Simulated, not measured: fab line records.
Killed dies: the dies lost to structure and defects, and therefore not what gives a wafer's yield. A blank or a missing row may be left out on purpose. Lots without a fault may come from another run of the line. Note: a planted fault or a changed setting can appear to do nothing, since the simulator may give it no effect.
A struck lot beside a sound one -- flow sky130 -- 43 steps out of a route of 708
Sound: wafers L316.1, L316.3, L316.5. Struck: wafers L319.3, L319.5. (L319.4 of the same lot was not struck and is left out.) The cause comes at the end.
Per side, at each step with rows, come the tool, then ch with its chambers, and then its first start. Under that, the readings that differ: sound wafers -- struck wafers -- difference of the means -- sigmas: that difference in standard deviations of wafers without a fault.
alike: same words and numbers on both sides, and readings whose means sit less than 2 such deviations apart. not compared: any withheld reading, any reading some wafer has no value for, any bound like >300 that may hide the same value, and any number with overlapping values for which the record gives no deviation.
Wherever a step has rows on one side only, a row that says differs or no value, or a row with sigmas, the two part there. Numbers that don't overlap but have no deviation are shown without sigmas and don't part them. A reading that every wafer of one side lacks parts them only if that side has two wafers or more.

first, 8 steps without rows for these wafers: SKY_LI_CONTACT_DEHYDRATE_04 (time 60 s); SKY_LI_CONTACT_HMDS_05 (prime time 60 s); SKY_LI_CONTACT_COAT_06 (resist thk 60 nm); SKY_LI_CONTACT_COAT_07 (resist thk 450 nm); SKY_LI_CONTACT_SOFTBAKE_08 (time 90 s); SKY_LI_CONTACT_EXPOSE_09 (exposes mask LICM1, target cd 170 nm); SKY_LI_CONTACT_PEB_10; SKY_LI_CONTACT_DEVELOP_11 (develop time 60 s).
SKY_LI_CONTACT_CD_MEAS_12: the cd target is 170 nm.
  struck on cdSem-01, day 32 06:25; sound on cdSem-01, day 30 15:28
  alike: cdNm
SKY_LI_CONTACT_OVL_MEAS_13:
  struck on overlay-02, day 32 06:31; sound on overlay-02, day 30 15:35
  alike: LI_CONTACT_OVL
SKY_LI_CONTACT_ETCH_14: etches BARC in N2/H2, stops on SiO2, time 45.9 s, target depth 60 nm.
  sound on rieDiel-04 ch 0,1,2, day 30 15:37; struck on rieDiel-04 ch 0,3, day 32 06:32
  alike: drypumpMotorCurrentA, oesProductAu, rfFwdPowerW, throttleValvePct
  not compared: rfHoursCounterH
SKY_LI_CONTACT_ETCH_15: etches PSG in C4F8/O2/Ar, stops on Si, target depth 600 nm.
  sound on rieDiel-04 ch 0,1,2, day 30 15:40; struck on rieDiel-04 ch 0,3, day 32 06:35
  alike: oesProductAu, rfFwdPowerW
SKY_LI_CONTACT_STRIP_16: strips in O2/N2.
  sound on plasmaAsher-04 ch 0,1, day 30 15:44; struck on plasmaAsher-04 ch 0, day 32 06:42
  alike: drypumpMotorCurrentA, oesProductAu, stripTimeToEndpointS
  not compared: rfHoursCounterH
then, 2 steps without rows for these wafers: SKY_LI_CONTACT_CLEAN_17 (cleans in NMP, time 600 s); SKY_LI_CONTACT_PRE_CLEAN_18 (time 5.6 s).
SKY_LI_CONTACT_SPUTTER_19: material Ti, target thk 20 nm, time 106.37 s.
  struck on pvdSputter-03, day 32 06:58; sound on pvdSputter-02, day 30 16:02
  alike: throttleValvePct
then, 2 steps without rows for these wafers: SKY_LI_CONTACT_SPUTTER_20 (material TiN, target thk 20 nm, time 80 s); SKY_LI_CONTACT_CVD_21 (deposits W, target thk 400 nm, time 120.56 s).
SKY_LI_CONTACT_RS_MEAS_22: a four-point-probe measurement.
  struck on filmMetro-04, day 32 07:16; sound on filmMetro-04, day 30 16:18
  alike: LI_CONTACT_W_RS
SKY_LI_CONTACT_THK_MEAS_23: measures by xrf.
  struck on filmMetro-04, day 32 07:22; sound on filmMetro-04, day 30 16:25
  alike: LI_CONTACT_W_THK
then, 2 steps without rows for these wafers: SKY_LI_CONTACT_CMP_24 (polishes, stops on PSG, t overpolish 20 s, target thk 0 nm); SKY_LOCAL_INTERCONNECT_SPUTTER_00 (material TiN, target thk 100 nm, time 83.3 s).
SKY_LOCAL_INTERCONNECT_RS_MEAS_01: a four-point-probe measurement.
  struck on filmMetro-02, day 32 07:49; sound on filmMetro-01, day 30 16:50
  alike: LOCAL_INTERCONNECT_TIN_RS
SKY_LOCAL_INTERCONNECT_THK_MEAS_02: measures by xrf.
  struck on filmMetro-02, day 32 07:55; sound on filmMetro-01, day 30 16:58
  alike: LOCAL_INTERCONNECT_TIN_THK
then, 8 steps without rows for these wafers: SKY_LOCAL_INTERCONNECT_DEHYDRATE_03 (time 60 s); SKY_LOCAL_INTERCONNECT_HMDS_04 (prime time 60 s); SKY_LOCAL_INTERCONNECT_COAT_05 (resist thk 60 nm); SKY_LOCAL_INTERCONNECT_COAT_06 (resist thk 442.9 nm); SKY_LOCAL_INTERCONNECT_SOFTBAKE_07 (time 90 s); SKY_LOCAL_INTERCONNECT_EXPOSE_08 (exposes mask LI1M, target cd 170 nm); SKY_LOCAL_INTERCONNECT_PEB_09; SKY_LOCAL_INTERCONNECT_DEVELOP_10 (develop time 60 s).
SKY_LOCAL_INTERCONNECT_CD_MEAS_11: the cd target is 170 nm.
  struck on cdSem-01, day 33 10:36; sound on cdSem-01, day 31 20:44
  alike: cdNm
SKY_LOCAL_INTERCONNECT_OVL_MEAS_12:
  struck on overlay-02, day 33 10:41; sound on overlay-01, day 31 20:52
  alike: LOCAL_INTERCONNECT_OVL
SKY_LOCAL_INTERCONNECT_ETCH_13: etches BARC in N2/H2, stops on SiO2, time 45.9 s, target depth 60 nm.
  sound on rieMetal-01 ch 1, day 31 20:54; struck on rieMetal-03 ch 0, day 33 10:44
  alike: drypumpMotorCurrentA, heBacksideLeakSccm, oesProductAu, rfFwdPowerW, throttleValvePct
  not compared: rfHoursCounterH
then, 5 steps without rows for these wafers: SKY_LOCAL_INTERCONNECT_METAL_ETCH_14 (etches TiN in Cl2/BCl3, stops on PSG, target depth 110 nm, time 31.4 s); SKY_LOCAL_INTERCONNECT_STRIP_15 (strips in O2/N2); SKY_LOCAL_INTERCONNECT_STRIP_16 (strips in post etch residue remover, time 1200 s); SKY_LOCAL_INTERCONNECT_CLEAN_17 (cleans in IPA, time 180 s); SKY_LOCAL_INTERCONNECT_CLEAN_18 (cleans in O3/DIW).
SKY_CONTACT_CVD_00: deposits Si3N4, target thk 75 nm.
  sound on pecvd-04 ch 0,2, day 31 21:39; struck on pecvd-04 ch 1,2, day 33 11:25
reading,sound,struck,difference,sigmas
susceptorTempC (C),400.35 400.35 400.17,400.04 399.70,-0.42,-2
  alike: heaterPowerW, rfFwdPowerW
SKY_CONTACT_THK_MEAS_01:
  struck on filmMetro-04, day 33 11:28; sound on filmMetro-01, day 31 21:41
  alike: CONTACT_CVD_00_THK
-- the record jumps here: 15 days lie between the struck wafers' starts before and after (it left off in module CONTACT and takes up again in module PAD_OPEN, whose first step shown is number 708 of the route) --
SKY_PAD_OPEN_PROBE_99:
  rows exist in the record for the struck wafers here (prober-01, day 48 01:26), but not for the sound ones

## WHERE THEY PART
First at SKY_CONTACT_CVD_00; last, within this record, at SKY_PAD_OPEN_PROBE_99.

WHY: the cause the simulator had injected
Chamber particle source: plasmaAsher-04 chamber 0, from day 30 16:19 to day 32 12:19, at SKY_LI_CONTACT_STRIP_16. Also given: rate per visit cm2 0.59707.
